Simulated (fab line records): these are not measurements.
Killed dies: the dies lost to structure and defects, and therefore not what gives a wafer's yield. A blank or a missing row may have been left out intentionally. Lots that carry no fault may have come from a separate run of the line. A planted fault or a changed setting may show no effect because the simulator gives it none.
Problem report in the 8D (eight disciplines) form, filled by code + flow gf180mcu + the parts of the form that need people (team, actions taken, sign-off) are left out

## 1. THE ISSUE
At GF_M3_METAL_ETCH_16, bias_w averages 110.8 W over 6 wafers from 2 lots, while fault-free wafers read 140.0 W, standard deviation 0.37. Relative to the usual mean, that is a shift of -79 standard deviations.
The step: etches the open film in Cl2/BCl3, stops on SiO2, target depth 627.5 nm, time 104.6 s.
First observed at day 27 07:09: wafer L900.1, on rie_metal-04. Wafers with a number at this step in the record: 42, from 14 lots. Rule for "out", or "out of limits": more than 4 standard deviations from the usual mean. The other wafers with a number count as sound.

## 2. WHAT IT IS AND WHAT IT IS NOT
| question                    | is                     | is not                                                                 |
|-----------------------------|------------------------|------------------------------------------------------------------------|
| which readings at this step | bias_w                 | drypump_motor_current_A                                                |
| which lots                  | L900, L904             | L883, L884, L885, L886, L887, L888, L891, L892, L893, L895, L896, L905 |
| which wafers of those lots  | all that have a number | -                                                                      |
| read on which tools         | rie_metal-04           | rie_metal-02, rie_metal-03                                             |
| when                        | from day 27 07:09      | up to then (33 sound wafers); but 3 sound wafers of L905 came after    |

## 3. THE SUSPECTS, EACH WITH WHAT RULES IT OUT
Counting: a tool at a process step up to the reading stays a suspect if it ran every lot that is out and no sound lot after the first of them.
- rie_metal-04 at GF_M3_METAL_ETCH_16 (etches the open film in Cl2/BCl3, stops on SiO2, target depth 627.5 nm, time 104.6 s): kept. It processed each lot that is out, first L900 at day 27 07:09, and no sound lot thereafter; up to then, the last sound lot it processed was L896 at day 26 01:56. Out on those wafers are its own readings of bias_w.
After counting, what remains is rie_metal-04 at GF_M3_METAL_ETCH_16.

## 4. THE CAUSE (what the simulator had put in)
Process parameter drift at GF_M3_METAL_ETCH_16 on rie_metal-04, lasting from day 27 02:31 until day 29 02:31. Setting bias_w, moved by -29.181, from 140. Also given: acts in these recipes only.
This tool alone remained once counting was done.

## 5. THE CHAIN OF EFFECTS, in route order
Each row: a reading where the mean over the struck wafers with a number is more than 3 standard deviations away from the usual. Only readings for which the record gives a usual standard deviation are gone through. hours: the time from each lot's start at the first step in this table that gives one to its start at this step, as a median over the lots. sigmas: the change in usual standard deviations.
| hours | step                | reading | usual   | on struck wafers | change | sigmas |
|-------|---------------------|---------|---------|------------------|--------|--------|
| 0     | GF_M3_METAL_ETCH_16 | bias_w  | 140.0 W | 110.8            | -29.2  | -79    |
Here are the process steps it includes:
- GF_M3_METAL_ETCH_16: etches the open film in Cl2/BCl3, stops on SiO2, target depth 627.5 nm, time 104.6 s.
Later measuring or inspecting steps at which every struck wafer that the step has a row for has a number for every such reading, and none has moved that far: GF_V3_THK_MEAS_03, GF_V3_BOW_MEAS_05.

## 6. WHAT WOULD HAVE CAUGHT IT SOONER
In this record no reading fell out of limits until day 27 07:09, 5 hours after the fault had begun at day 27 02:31.
